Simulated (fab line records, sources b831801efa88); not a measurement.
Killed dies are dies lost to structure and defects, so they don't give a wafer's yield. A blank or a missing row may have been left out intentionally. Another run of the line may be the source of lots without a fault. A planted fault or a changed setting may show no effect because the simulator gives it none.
fab line records :: flow gf180mcu
record
  lots=6
  wafers=18
  last-day=34
route steps=602 shown V4@493 MIM@503
lots untouched by any fault: they come from a run of this same line in which no faults occurred
start-h: hours from the record's opening day to when the first of the lot's shown wafers began :: wait-h: time in hours since the lot's previous step :: " the same as in the row above :: L1.1+2: a row that stands for several wafers :: - no value, or no start was given :: * or withheld: withheld :: < > ~ a bound
route shown NAME@n: a module of which the file shows steps, and the number in the route of the first :: usual: average and standard deviation across the fault-free wafers :: same: alike in all rows :: chamber/n: place in a boat :: sites: per-site readings :: _std_site: the values' standard deviation :: _edge_site: outer sites' mean less inner sites' :: radius-mm: how far each site lies from the wafer's centre :: mask NAME#n: copy n :: behind: the most recent tool/chamber to have shaped the wafer :: hold: cause of the lot's hold/its duration in hours/its outcome :: device: names the non-switching transistor (n, p or np) :: end of line: the tests these same wafers got at the end of their route :: step lacking rows: just its recipe :: killed: dies lost to structure and defects at the first sort, not the wafer's yield :: map: shows each die of a wafer: x if killed, . if not, _ if none is there
set.NAME: the setting that was run; set.NAME@STEP: the one run at that earlier step :: model.NAME: the simulator's own value behind a step, which no gauge read
lots at some steps of the route; a table a step, a row a wafer
services: when a tool's chamber went out of use (start-h, in hours from the record's first day, below 0 if earlier), for how many hours, and the reason
## steps
# step GF_V4_ETCH_17
# recipe
  chemistry=C4F8/O2/Ar
  mask-material=KrF
  target=SiO2
  stop-on=TiN
  source-w=1500
  bias-w=1200
  pressure-mtorr=40
  c4f8-flow-sccm=withheld
  O2_flow_sccm=6
  Ar_flow_sccm=300
  time-s=withheld
  target-depth-a=6300
# usual
  oes-product-au=0.856/0.0043
lot.wafer: L351.1
tool: rie-diel-01
chamber: 2
start-h: -
wait-h: -
oes-product-au: 0.856

lot.wafer: L351.2
tool: rie-diel-01
chamber: 0
start-h: -
wait-h: -
oes-product-au: 0.851

lot.wafer: L351.3
tool: rie-diel-01
chamber: 1
start-h: -
wait-h: -
oes-product-au: 0.849

lot.wafer: L355.1
tool: rie-diel-02
chamber: 2
start-h: -
wait-h: -
oes-product-au: 0.860

lot.wafer: L355.5
tool: rie-diel-02
chamber: 0
start-h: -
wait-h: -
oes-product-au: 0.854

lot.wafer: L355.6
tool: rie-diel-02
chamber: 1
start-h: -
wait-h: -
oes-product-au: 0.855

lot.wafer: L356.2
tool: rie-diel-01
chamber: 2
start-h: -
wait-h: -
oes-product-au: 0.859

lot.wafer: L356.3
tool: rie-diel-01
chamber: 1
start-h: -
wait-h: -
oes-product-au: 0.852

lot.wafer: L356.6
tool: rie-diel-01
chamber: 1
start-h: -
wait-h: -
oes-product-au: 0.859

lot.wafer: L358.2
tool: rie-diel-03
chamber: 0
start-h: -
wait-h: -
oes-product-au: 0.860

lot.wafer: L358.5
tool: rie-diel-03
chamber: 3
start-h: -
wait-h: -
oes-product-au: 0.848

lot.wafer: L358.6
tool: rie-diel-03
chamber: 2
start-h: -
wait-h: -
oes-product-au: 0.860

lot.wafer: L359.3
tool: rie-diel-01
chamber: 3
start-h: -
wait-h: -
oes-product-au: 0.856

lot.wafer: L359.5
tool: rie-diel-01
chamber: 2
start-h: -
wait-h: -
oes-product-au: 0.855

lot.wafer: L359.6
tool: rie-diel-01
chamber: 3
start-h: -
wait-h: -
oes-product-au: 0.853

lot.wafer: L366.1
tool: rie-diel-03
chamber: 2
start-h: -
wait-h: -
oes-product-au: 0.859

lot.wafer: L366.5
tool: rie-diel-03
chamber: 0
start-h: -
wait-h: -
oes-product-au: 0.857

lot.wafer: L366.6
tool: rie-diel-03
chamber: 1
start-h: -
wait-h: -
oes-product-au: 0.851
# step GF_V4_STRIP_18
# recipe
  chemistry=O2/N2
  power-w=1400
  pressure-mtorr=1500
  platen-temp-c=250
  o2-flow-sccm=3000
  n2-flow-sccm=300
  overash-fraction=0.5
# step GF_V4_STRIP_19
# recipe
  chemistry=post-etch-residue-remover
  time-s=1200
  temp-c=72.5
# step GF_V4_CLEAN_20
# recipe
  chemistry=DIW
  dry=n2-spin
# step GF_V4_SPUTTER_21
# recipe
  material=Ti
  target-thk-nm=15
  chamber-pressure-pa=5
  power-w=2500
  substrate-temp-c=200
  time-s=80.02
# usual
  cathode-dc-power-W=2500.0/0.43
  chamber-pressure-pa=5.001/0.011
  throttle-valve-pct=29.7/1.1
lot.wafer: L351.1
tool: pvd-sputter-04
chamber: -
start-h: 615.86
wait-h: 0.0
cathode-dc-power-W: 2499.1
chamber-pressure-pa: 4.997
throttle-valve-pct: 31.5

lot.wafer: L351.2
tool: pvd-sputter-04
chamber: -
start-h: 615.86
wait-h: 0.0
cathode-dc-power-W: 2499.5
chamber-pressure-pa: 4.997
throttle-valve-pct: 29.8

lot.wafer: L351.3
tool: pvd-sputter-04
chamber: -
start-h: 615.86
wait-h: 0.0
cathode-dc-power-W: 2499.2
chamber-pressure-pa: 4.997
throttle-valve-pct: 28.0

lot.wafer: L355.1
tool: pvd-sputter-04
chamber: -
start-h: 652.07
wait-h: 0.0
cathode-dc-power-W: 2499.5
chamber-pressure-pa: 4.985
throttle-valve-pct: 31.7

lot.wafer: L355.5
tool: pvd-sputter-04
chamber: -
start-h: 652.07
wait-h: 0.0
cathode-dc-power-W: 2499.9
chamber-pressure-pa: 5.003
throttle-valve-pct: 29.7

lot.wafer: L355.6
tool: pvd-sputter-04
chamber: -
start-h: 652.07
wait-h: 0.0
cathode-dc-power-W: 2500.7
chamber-pressure-pa: 4.991
throttle-valve-pct: 31.7

lot.wafer: L356.2
tool: pvd-sputter-04
chamber: -
start-h: 653.06
wait-h: 0.0
cathode-dc-power-W: 2499.9
chamber-pressure-pa: 5.000
throttle-valve-pct: 29.6

lot.wafer: L356.3
tool: pvd-sputter-04
chamber: -
start-h: 653.06
wait-h: 0.0
cathode-dc-power-W: 2500.3
chamber-pressure-pa: 5.000
throttle-valve-pct: 28.0

lot.wafer: L356.6
tool: pvd-sputter-04
chamber: -
start-h: 653.06
wait-h: 0.0
cathode-dc-power-W: 2500.0
chamber-pressure-pa: 5.012
throttle-valve-pct: 31.8

lot.wafer: L358.2
tool: pvd-sputter-04
chamber: -
start-h: 673.47
wait-h: 0.0
cathode-dc-power-W: 2500.7
chamber-pressure-pa: 4.996
throttle-valve-pct: 28.3

lot.wafer: L358.5
tool: pvd-sputter-04
chamber: -
start-h: 673.47
wait-h: 0.0
cathode-dc-power-W: 2500.6
chamber-pressure-pa: 5.010
throttle-valve-pct: 29.4

lot.wafer: L358.6
tool: pvd-sputter-04
chamber: -
start-h: 673.47
wait-h: 0.0
cathode-dc-power-W: 2500.0
chamber-pressure-pa: 4.995
throttle-valve-pct: 28.2

lot.wafer: L359.3
tool: pvd-sputter-02
chamber: -
start-h: 680.12
wait-h: 0.0
cathode-dc-power-W: 2499.6
chamber-pressure-pa: 4.998
throttle-valve-pct: 30.6

lot.wafer: L359.5
tool: pvd-sputter-02
chamber: -
start-h: 680.12
wait-h: 0.0
cathode-dc-power-W: 2500.5
chamber-pressure-pa: 4.970
throttle-valve-pct: 30.6

lot.wafer: L359.6
tool: pvd-sputter-02
chamber: -
start-h: 680.12
wait-h: 0.0
cathode-dc-power-W: 2499.8
chamber-pressure-pa: 5.008
throttle-valve-pct: 29.6

lot.wafer: L366.1
tool: pvd-sputter-04
chamber: -
start-h: 724.69
wait-h: 0.0
cathode-dc-power-W: 2500.1
chamber-pressure-pa: 4.969
throttle-valve-pct: 29.6

lot.wafer: L366.5
tool: pvd-sputter-04
chamber: -
start-h: 724.69
wait-h: 0.0
cathode-dc-power-W: 2500.7
chamber-pressure-pa: 4.987
throttle-valve-pct: 30.0

lot.wafer: L366.6
tool: pvd-sputter-04
chamber: -
start-h: 724.69
wait-h: 0.0
cathode-dc-power-W: 2499.8
chamber-pressure-pa: 5.004
throttle-valve-pct: 29.2
# step GF_V4_SPUTTER_22
# recipe
  material=TiN
  target-thk-nm=10
  chamber-pressure-pa=5
  power-w=4000
  time-s=40
# step GF_V4_CVD_23
# recipe
  material=W
  target-thk-nm=350
  time-s=104.9
  temp-c=400
  pressure-torr=40
# usual
  heater-power-w=830/110
lot.wafer: L351.1
tool: cvd-w-01
chamber: 0
start-h: 615.96
wait-h: 0.0
heater-power-w: 1035

lot.wafer: L351.2
tool: cvd-w-01
chamber: 1
start-h: 615.96
wait-h: 0.0
heater-power-w: 733

lot.wafer: L351.3
tool: cvd-w-01
chamber: 0
start-h: 615.96
wait-h: 0.0
heater-power-w: 1000

lot.wafer: L355.1
tool: cvd-w-01
chamber: 1
start-h: 652.17
wait-h: 0.0
heater-power-w: 748

lot.wafer: L355.5
tool: cvd-w-01
chamber: 0
start-h: 652.17
wait-h: 0.0
heater-power-w: 1013

lot.wafer: L355.6
tool: cvd-w-01
chamber: 1
start-h: 652.17
wait-h: 0.0
heater-power-w: 748

lot.wafer: L356.2
tool: cvd-w-01
chamber: 0
start-h: 653.16
wait-h: 0.0
heater-power-w: 1005

lot.wafer: L356.3
tool: cvd-w-01
chamber: 1
start-h: 653.16
wait-h: 0.0
heater-power-w: 726

lot.wafer: L356.6
tool: cvd-w-01
chamber: 0
start-h: 653.16
wait-h: 0.0
heater-power-w: 1025

lot.wafer: L358.2
tool: cvd-w-02
chamber: 0
start-h: 673.57
wait-h: 0.0
heater-power-w: 777

lot.wafer: L358.5
tool: cvd-w-02
chamber: 1
start-h: 673.57
wait-h: 0.0
heater-power-w: 789

lot.wafer: L358.6
tool: cvd-w-02
chamber: 0
start-h: 673.57
wait-h: 0.0
heater-power-w: 770

lot.wafer: L359.3
tool: cvd-w-01
chamber: 1
start-h: 680.26
wait-h: 0.1
heater-power-w: 744

lot.wafer: L359.5
tool: cvd-w-01
chamber: 1
start-h: 680.26
wait-h: 0.1
heater-power-w: 709

lot.wafer: L359.6
tool: cvd-w-01
chamber: 0
start-h: 680.26
wait-h: 0.1
heater-power-w: 1056

lot.wafer: L366.1
tool: cvd-w-01
chamber: 0
start-h: 724.79
wait-h: 0.0
heater-power-w: 1016

lot.wafer: L366.5
tool: cvd-w-01
chamber: 1
start-h: 724.79
wait-h: 0.0
heater-power-w: 732

lot.wafer: L366.6
tool: cvd-w-01
chamber: 0
start-h: 724.79
wait-h: 0.0
heater-power-w: 994
# step GF_V4_RS_MEAS_24
# recipe
  thk-meas-gauge=four-point-probe
  reads=W_of_V4_CVD_23+TiN_of_V4_SPUTTER_22+Ti_of_V4_SPUTTER_21
# usual
  V4_W_RS=0.3296/0.0027
lot.wafer: L351.1
tool: film-metro-03
chamber: -
start-h: 616.08
wait-h: 0.1
V4_W_RS[ohm/sq]: 0.3298

lot.wafer: L351.2
tool: film-metro-03
chamber: -
start-h: 616.08
wait-h: 0.1
V4_W_RS[ohm/sq]: 0.3267

lot.wafer: L351.3
tool: film-metro-03
chamber: -
start-h: 616.08
wait-h: 0.1
V4_W_RS[ohm/sq]: 0.3302

lot.wafer: L355.1
tool: film-metro-01
chamber: -
start-h: 652.28
wait-h: 0.1
V4_W_RS[ohm/sq]: 0.3341

lot.wafer: L355.5
tool: film-metro-01
chamber: -
start-h: 652.28
wait-h: 0.1
V4_W_RS[ohm/sq]: 0.3306

lot.wafer: L355.6
tool: film-metro-01
chamber: -
start-h: 652.28
wait-h: 0.1
V4_W_RS[ohm/sq]: 0.3314

lot.wafer: L356.2
tool: film-metro-03
chamber: -
start-h: 653.29
wait-h: 0.1
V4_W_RS[ohm/sq]: 0.3278

lot.wafer: L356.3
tool: film-metro-03
chamber: -
start-h: 653.29
wait-h: 0.1
V4_W_RS[ohm/sq]: 0.3283

lot.wafer: L356.6
tool: film-metro-03
chamber: -
start-h: 653.29
wait-h: 0.1
V4_W_RS[ohm/sq]: 0.3320

lot.wafer: L358.2
tool: film-metro-03
chamber: -
start-h: 673.70
wait-h: 0.1
V4_W_RS[ohm/sq]: 0.3253

lot.wafer: L358.5
tool: film-metro-03
chamber: -
start-h: 673.70
wait-h: 0.1
V4_W_RS[ohm/sq]: 0.3299

lot.wafer: L358.6
tool: film-metro-03
chamber: -
start-h: 673.70
wait-h: 0.1
V4_W_RS[ohm/sq]: 0.3311

lot.wafer: L359.3
tool: film-metro-03
chamber: -
start-h: 680.37
wait-h: 0.1
V4_W_RS[ohm/sq]: 0.3280

lot.wafer: L359.5
tool: film-metro-03
chamber: -
start-h: 680.37
wait-h: 0.1
V4_W_RS[ohm/sq]: 0.3261

lot.wafer: L359.6
tool: film-metro-03
chamber: -
start-h: 680.37
wait-h: 0.1
V4_W_RS[ohm/sq]: 0.3270

lot.wafer: L366.1
tool: film-metro-03
chamber: -
start-h: 724.91
wait-h: 0.1
V4_W_RS[ohm/sq]: 0.3358

lot.wafer: L366.5
tool: film-metro-03
chamber: -
start-h: 724.91
wait-h: 0.1
V4_W_RS[ohm/sq]: 0.3321

lot.wafer: L366.6
tool: film-metro-03
chamber: -
start-h: 724.91
wait-h: 0.1
V4_W_RS[ohm/sq]: 0.3354
# step GF_V4_THK_MEAS_25
# recipe
  thk-meas-gauge=xrf
  reads=W_of_V4_CVD_23
# usual
  V4_W_THK=342/4.4
lot.wafer: L351.1
tool: film-metro-03
chamber: -
start-h: 616.20
wait-h: 0.1
V4_W_THK[nm]: 337

lot.wafer: L351.2
tool: film-metro-03
chamber: -
start-h: 616.20
wait-h: 0.1
V4_W_THK[nm]: 341

lot.wafer: L351.3
tool: film-metro-03
chamber: -
start-h: 616.20
wait-h: 0.1
V4_W_THK[nm]: 338

lot.wafer: L355.1
tool: film-metro-01
chamber: -
start-h: 652.40
wait-h: 0.1
V4_W_THK[nm]: 342

lot.wafer: L355.5
tool: film-metro-01
chamber: -
start-h: 652.40
wait-h: 0.1
V4_W_THK[nm]: 344

lot.wafer: L355.6
tool: film-metro-01
chamber: -
start-h: 652.40
wait-h: 0.1
V4_W_THK[nm]: 344

lot.wafer: L356.2
tool: film-metro-03
chamber: -
start-h: 653.40
wait-h: 0.1
V4_W_THK[nm]: 337

lot.wafer: L356.3
tool: film-metro-03
chamber: -
start-h: 653.40
wait-h: 0.1
V4_W_THK[nm]: 338

lot.wafer: L356.6
tool: film-metro-03
chamber: -
start-h: 653.40
wait-h: 0.1
V4_W_THK[nm]: 334

lot.wafer: L358.2
tool: film-metro-03
chamber: -
start-h: 673.81
wait-h: 0.1
V4_W_THK[nm]: 344

lot.wafer: L358.5
tool: film-metro-03
chamber: -
start-h: 673.81
wait-h: 0.1
V4_W_THK[nm]: 337

lot.wafer: L358.6
tool: film-metro-03
chamber: -
start-h: 673.81
wait-h: 0.1
V4_W_THK[nm]: 337

lot.wafer: L359.3
tool: film-metro-03
chamber: -
start-h: 680.47
wait-h: 0.1
V4_W_THK[nm]: 339

lot.wafer: L359.5
tool: film-metro-03
chamber: -
start-h: 680.47
wait-h: 0.1
V4_W_THK[nm]: 342

lot.wafer: L359.6
tool: film-metro-03
chamber: -
start-h: 680.47
wait-h: 0.1
V4_W_THK[nm]: 341

lot.wafer: L366.1
tool: film-metro-03
chamber: -
start-h: 725.03
wait-h: 0.1
V4_W_THK[nm]: 330

lot.wafer: L366.5
tool: film-metro-03
chamber: -
start-h: 725.03
wait-h: 0.1
V4_W_THK[nm]: 334

lot.wafer: L366.6
tool: film-metro-03
chamber: -
start-h: 725.03
wait-h: 0.1
V4_W_THK[nm]: 331
# step GF_V4_CMP_26
# recipe
  stop-on=SiO2
  down-force-psi=3.5
  platen-rpm=60
  t-overpolish-s=15
  target-thk-nm=0
  pad-velocity-m-s=0.94248
# usual
  motor-current-A=10.4/0.63
  overpolish-run-s=14.999/0.009
  time-to-endpoint-s=83/3.5
lot.wafer: L351.2
tool: cmp-02
chamber: 0
start-h: 616.26
wait-h: 0.0
motor-current-A: 11.0
overpolish-run-s: 15.009
time-to-endpoint-s: 83

lot.wafer: L351.1
tool: cmp-02
chamber: 1
start-h: 616.26
wait-h: 0.0
motor-current-A: 9.2
overpolish-run-s: 15.014
time-to-endpoint-s: 90

lot.wafer: L351.3
tool: cmp-02
chamber: 2
start-h: 616.26
wait-h: 0.0
motor-current-A: 10.9
overpolish-run-s: 15.014
time-to-endpoint-s: 82

lot.wafer: L355.1
tool: cmp-02
chamber: 2
start-h: 652.72
wait-h: 0.3
motor-current-A: 11.1
overpolish-run-s: 14.994
time-to-endpoint-s: 78

lot.wafer: L355.6
tool: cmp-02
chamber: 3
start-h: 652.72
wait-h: 0.3
motor-current-A: 9.8
overpolish-run-s: 15.001
time-to-endpoint-s: 84

lot.wafer: L355.5
tool: cmp-02
chamber: 0
start-h: 652.72
wait-h: 0.3
motor-current-A: 10.7
overpolish-run-s: 14.995
time-to-endpoint-s: 80

lot.wafer: L356.2
tool: cmp-02
chamber: 3
start-h: 653.53
wait-h: 0.1
motor-current-A: 10.5
overpolish-run-s: 15.017
time-to-endpoint-s: 82

lot.wafer: L356.3
tool: cmp-02
chamber: 0
start-h: 653.53
wait-h: 0.1
motor-current-A: 10.9
overpolish-run-s: 14.994
time-to-endpoint-s: 82

lot.wafer: L356.6
tool: cmp-02
chamber: 3
start-h: 653.53
wait-h: 0.1
motor-current-A: 9.8
overpolish-run-s: 15.005
time-to-endpoint-s: 82

lot.wafer: L358.2
tool: cmp-02
chamber: 1
start-h: 674.03
wait-h: 0.2
motor-current-A: 9.4
overpolish-run-s: 15.003
time-to-endpoint-s: 88

lot.wafer: L358.5
tool: cmp-02
chamber: 2
start-h: 674.03
wait-h: 0.2
motor-current-A: 11.4
overpolish-run-s: 14.990
time-to-endpoint-s: 79

lot.wafer: L358.6
tool: cmp-02
chamber: 3
start-h: 674.03
wait-h: 0.2
motor-current-A: 10.2
overpolish-run-s: 15.000
time-to-endpoint-s: 83

lot.wafer: L359.3
tool: cmp-01
chamber: 0
start-h: 680.61
wait-h: 0.1
motor-current-A: 11.2
overpolish-run-s: 15.013
time-to-endpoint-s: 78

lot.wafer: L359.5
tool: cmp-01
chamber: 2
start-h: 680.61
wait-h: 0.1
motor-current-A: 10.3
overpolish-run-s: 14.974
time-to-endpoint-s: 83

lot.wafer: L359.6
tool: cmp-01
chamber: 3
start-h: 680.61
wait-h: 0.1
motor-current-A: 10.2
overpolish-run-s: 14.998
time-to-endpoint-s: 84

lot.wafer: L366.1
tool: cmp-01
chamber: 3
start-h: 725.24
wait-h: 0.2
motor-current-A: 9.8
overpolish-run-s: 14.987
time-to-endpoint-s: 76

lot.wafer: L366.5
tool: cmp-01
chamber: 0
start-h: 725.24
wait-h: 0.2
motor-current-A: 12.5
overpolish-run-s: 14.986
time-to-endpoint-s: 82

lot.wafer: L366.6
tool: cmp-01
chamber: 1
start-h: 725.24
wait-h: 0.2
motor-current-A: 10.3
overpolish-run-s: 14.988
time-to-endpoint-s: 82
# step GF_MIM_SPUTTER_00
# recipe
  material=Ti
  target-thk-nm=37.5
  arriving-ion-energy-ev=80
  substrate-temp-c=200
  chamber-pressure-pa=2
  power-w=4000
  time-s=144.1
# usual
  cathode-dc-power-W=4000.1/0.76
  chamber-pressure-pa=2.000/0.0039
  throttle-valve-pct=29.7/1.1
lot.wafer: L351.1
tool: pvd-sputter-03
chamber: -
start-h: 616.56
wait-h: 0.2
cathode-dc-power-W: 4000.7
chamber-pressure-pa: 1.995
throttle-valve-pct: 29.2

lot.wafer: L351.2
tool: pvd-sputter-03
chamber: -
start-h: 616.56
wait-h: 0.2
cathode-dc-power-W: 4000.1
chamber-pressure-pa: 2.003
throttle-valve-pct: 27.5

lot.wafer: L351.3
tool: pvd-sputter-03
chamber: -
start-h: 616.56
wait-h: 0.2
cathode-dc-power-W: 3999.6
chamber-pressure-pa: 1.992
throttle-valve-pct: 29.2

lot.wafer: L355.1
tool: pvd-sputter-01
chamber: -
start-h: 652.87
wait-h: 0.1
cathode-dc-power-W: 3999.4
chamber-pressure-pa: 2.005
throttle-valve-pct: 31.4

lot.wafer: L355.5
tool: pvd-sputter-01
chamber: -
start-h: 652.87
wait-h: 0.1
cathode-dc-power-W: 3999.7
chamber-pressure-pa: 1.999
throttle-valve-pct: 31.4

lot.wafer: L355.6
tool: pvd-sputter-01
chamber: -
start-h: 652.87
wait-h: 0.1
cathode-dc-power-W: 3999.8
chamber-pressure-pa: 2.004
throttle-valve-pct: 29.1

lot.wafer: L356.2
tool: pvd-sputter-01
chamber: -
start-h: 653.83
wait-h: 0.2
cathode-dc-power-W: 4000.6
chamber-pressure-pa: 1.995
throttle-valve-pct: 30.7

lot.wafer: L356.3
tool: pvd-sputter-01
chamber: -
start-h: 653.83
wait-h: 0.2
cathode-dc-power-W: 4000.7
chamber-pressure-pa: 2.004
throttle-valve-pct: 31.4

lot.wafer: L356.6
tool: pvd-sputter-01
chamber: -
start-h: 653.83
wait-h: 0.2
cathode-dc-power-W: 4000.2
chamber-pressure-pa: 2.000
throttle-valve-pct: 31.3

lot.wafer: L358.2
tool: pvd-sputter-01
chamber: -
start-h: 674.18
wait-h: 0.1
cathode-dc-power-W: 4001.2
chamber-pressure-pa: 2.001
throttle-valve-pct: 29.1

lot.wafer: L358.5
tool: pvd-sputter-01
chamber: -
start-h: 674.18
wait-h: 0.1
cathode-dc-power-W: 3999.7
chamber-pressure-pa: 1.995
throttle-valve-pct: 30.2

lot.wafer: L358.6
tool: pvd-sputter-01
chamber: -
start-h: 674.18
wait-h: 0.1
cathode-dc-power-W: 4000.9
chamber-pressure-pa: 1.993
throttle-valve-pct: 31.0

lot.wafer: L359.3
tool: pvd-sputter-03
chamber: -
start-h: 680.81
wait-h: 0.1
cathode-dc-power-W: 4001.7
chamber-pressure-pa: 2.006
throttle-valve-pct: 27.9

lot.wafer: L359.5
tool: pvd-sputter-03
chamber: -
start-h: 680.81
wait-h: 0.1
cathode-dc-power-W: 4000.1
chamber-pressure-pa: 1.998
throttle-valve-pct: 29.2

lot.wafer: L359.6
tool: pvd-sputter-03
chamber: -
start-h: 680.81
wait-h: 0.1
cathode-dc-power-W: 3999.9
chamber-pressure-pa: 1.999
throttle-valve-pct: 29.5

lot.wafer: L366.1
tool: pvd-sputter-03
chamber: -
start-h: 725.39
wait-h: 0.1
cathode-dc-power-W: 4001.3
chamber-pressure-pa: 1.999
throttle-valve-pct: 27.5

lot.wafer: L366.5
tool: pvd-sputter-03
chamber: -
start-h: 725.39
wait-h: 0.1
cathode-dc-power-W: 3998.7
chamber-pressure-pa: 2.004
throttle-valve-pct: 29.4

lot.wafer: L366.6
tool: pvd-sputter-03
chamber: -
start-h: 725.39
wait-h: 0.1
cathode-dc-power-W: 4000.1
chamber-pressure-pa: 1.995
throttle-valve-pct: 29.6
# step GF_MIM_SPUTTER_01
# recipe
  material=TiN
  target-thk-nm=30
  power-w=6500
  time-s=25
  chamber-pressure-pa=0.4
# step GF_MIM_SPUTTER_02
# recipe
  material=AlCu
  target-thk-nm=450
  power-w=10600
  time-s=23.9
  chamber-pressure-pa=0.4
# usual
  cathode-dc-power-W=10600/2.1
  chamber-pressure-pa=0.4000/0.00072
  throttle-valve-pct=29.7/1.1
lot.wafer: L351.1
tool: pvd-sputter-03
chamber: -
start-h: 616.69
wait-h: 0.0
cathode-dc-power-W: 10602
chamber-pressure-pa: 0.3988
throttle-valve-pct: 29.2

lot.wafer: L351.2
tool: pvd-sputter-03
chamber: -
start-h: 616.69
wait-h: 0.0
cathode-dc-power-W: 10599
chamber-pressure-pa: 0.3996
throttle-valve-pct: 27.3

lot.wafer: L351.3
tool: pvd-sputter-03
chamber: -
start-h: 616.69
wait-h: 0.0
cathode-dc-power-W: 10599
chamber-pressure-pa: 0.4001
throttle-valve-pct: 29.2

lot.wafer: L355.1
tool: pvd-sputter-01
chamber: -
start-h: 653.00
wait-h: 0.0
cathode-dc-power-W: 10599
chamber-pressure-pa: 0.4013
throttle-valve-pct: 31.5

lot.wafer: L355.5
tool: pvd-sputter-01
chamber: -
start-h: 653.00
wait-h: 0.0
cathode-dc-power-W: 10601
chamber-pressure-pa: 0.4003
throttle-valve-pct: 31.2

lot.wafer: L355.6
tool: pvd-sputter-01
chamber: -
start-h: 653.00
wait-h: 0.0
cathode-dc-power-W: 10601
chamber-pressure-pa: 0.3998
throttle-valve-pct: 29.0

lot.wafer: L356.2
tool: pvd-sputter-01
chamber: -
start-h: 653.96
wait-h: 0.0
cathode-dc-power-W: 10597
chamber-pressure-pa: 0.4009
throttle-valve-pct: 30.9

lot.wafer: L356.3
tool: pvd-sputter-01
chamber: -
start-h: 653.96
wait-h: 0.0
cathode-dc-power-W: 10599
chamber-pressure-pa: 0.3998
throttle-valve-pct: 31.5

lot.wafer: L356.6
tool: pvd-sputter-01
chamber: -
start-h: 653.96
wait-h: 0.0
cathode-dc-power-W: 10600
chamber-pressure-pa: 0.4012
throttle-valve-pct: 31.1

lot.wafer: L358.2
tool: pvd-sputter-01
chamber: -
start-h: 674.33
wait-h: 0.0
cathode-dc-power-W: -
chamber-pressure-pa: -
throttle-valve-pct: -

lot.wafer: L358.5
tool: pvd-sputter-01
chamber: -
start-h: 674.33
wait-h: 0.0
cathode-dc-power-W: -
chamber-pressure-pa: -
throttle-valve-pct: -

lot.wafer: L358.6
tool: pvd-sputter-01
chamber: -
start-h: 674.33
wait-h: 0.0
cathode-dc-power-W: -
chamber-pressure-pa: -
throttle-valve-pct: -

lot.wafer: L359.3
tool: pvd-sputter-03
chamber: -
start-h: 680.94
wait-h: 0.0
cathode-dc-power-W: -
chamber-pressure-pa: -
throttle-valve-pct: -

lot.wafer: L359.5
tool: pvd-sputter-03
chamber: -
start-h: 680.94
wait-h: 0.0
cathode-dc-power-W: -
chamber-pressure-pa: -
throttle-valve-pct: -

lot.wafer: L359.6
tool: pvd-sputter-03
chamber: -
start-h: 680.94
wait-h: 0.0
cathode-dc-power-W: -
chamber-pressure-pa: -
throttle-valve-pct: -

lot.wafer: L366.1
tool: pvd-sputter-03
chamber: -
start-h: 725.52
wait-h: 0.0
cathode-dc-power-W: 10602
chamber-pressure-pa: 0.4002
throttle-valve-pct: 27.6

lot.wafer: L366.5
tool: pvd-sputter-03
chamber: -
start-h: 725.52
wait-h: 0.0
cathode-dc-power-W: 10600
chamber-pressure-pa: 0.3997
throttle-valve-pct: 29.0

lot.wafer: L366.6
tool: pvd-sputter-03
chamber: -
start-h: 725.52
wait-h: 0.0
cathode-dc-power-W: 10602
chamber-pressure-pa: 0.3997
throttle-valve-pct: 29.5
# step GF_MIM_SPUTTER_03
# recipe
  material=Ti
  target-thk-nm=10
  substrate-temp-c=300
  chamber-pressure-pa=0.3
  power-w=3000
  time-s=6.7
## services
tool: rie-diel-01
chamber: 1
start-h: 595.88
hours: -
kind: clean

tool: rie-diel-01
chamber: 1
start-h: 595.88
hours: 17.6
kind: scheduled-down

tool: rie-diel-01
chamber: 1
start-h: 595.88
hours: 17.6
kind: vent-cycle

tool: pvd-sputter-02
chamber: -
start-h: 602.32
hours: 5.0
kind: repair

tool: rie-diel-03
chamber: -
start-h: 614.61
hours: 0.7
kind: repair

tool: rie-diel-02
chamber: -
start-h: 621.56
hours: 0.8
kind: repair

tool: rie-diel-03
chamber: 1
start-h: 625.82
hours: -
kind: clean

tool: rie-diel-03
chamber: 1
start-h: 625.82
hours: 18.2
kind: scheduled-down

tool: rie-diel-03
chamber: 1
start-h: 625.82
hours: 18.2
kind: vent-cycle

tool: pvd-sputter-02
chamber: -
start-h: 632.04
hours: 21.4
kind: repair

tool: rie-diel-01
chamber: -
start-h: 651.45
hours: 0.3
kind: repair

tool: rie-diel-01
chamber: 2
start-h: 661.21
hours: 4.7
kind: repair

tool: cmp-01
chamber: -
start-h: 661.52
hours: 4.0
kind: pm

tool: rie-diel-01
chamber: 0
start-h: 662.68
hours: 5.0
kind: repair

tool: cmp-02
chamber: -
start-h: 667.25
hours: 4.3
kind: pm

tool: rie-diel-01
chamber: 0
start-h: 667.79
hours: -
kind: clean

tool: rie-diel-01
chamber: 0
start-h: 667.79
hours: 12.6
kind: scheduled-down

tool: rie-diel-01
chamber: 0
start-h: 667.79
hours: 12.6
kind: vent-cycle

tool: cmp-01
chamber: -
start-h: 676.16
hours: 0.7
kind: repair

tool: rie-diel-03
chamber: 0
start-h: 699.47
hours: 1.4
kind: repair

tool: rie-diel-03
chamber: -
start-h: 706.86
hours: 0.3
kind: repair

tool: rie-diel-02
chamber: 1
start-h: 710.95
hours: 3.7
kind: repair

tool: rie-diel-02
chamber: 1
start-h: 715.68
hours: 1.7
kind: repair

tool: cvd-w-02
chamber: 0
start-h: 724.04
hours: 24.1
kind: repair
## key
first-sign
  step=GF_MIM_SPUTTER_02
  reading=tool-record
  direction=missing
effect none on later readings
met-at GF_MIM_SPUTTER_02
struck-wafers L358.2,L358.5,L358.6,L359.3,L359.5,L359.6
later-rows-left-out L358.2,L358.5,L358.6,L359.3,L359.5,L359.6
sort-left-out L358.2,L358.5,L358.6,L359.3,L359.5,L359.6
onset-between 653.96 674.33
fault
  kind=skipped-step-whole
  tool=pvd-sputter-01,pvd-sputter-03
  chamber=-
  onset-h=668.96
  steps=GF_MIM_SPUTTER_02
  scope=struck-lots-only
# sort-left-out: the simulated sort isn't trusted on such a fault, so these wafers' sort isn't shown, and their yield isn't known
# later-rows-left-out: the simulator's readings of these wafers behind a module that went badly wrong aren't trusted and aren't shown, but for the sort
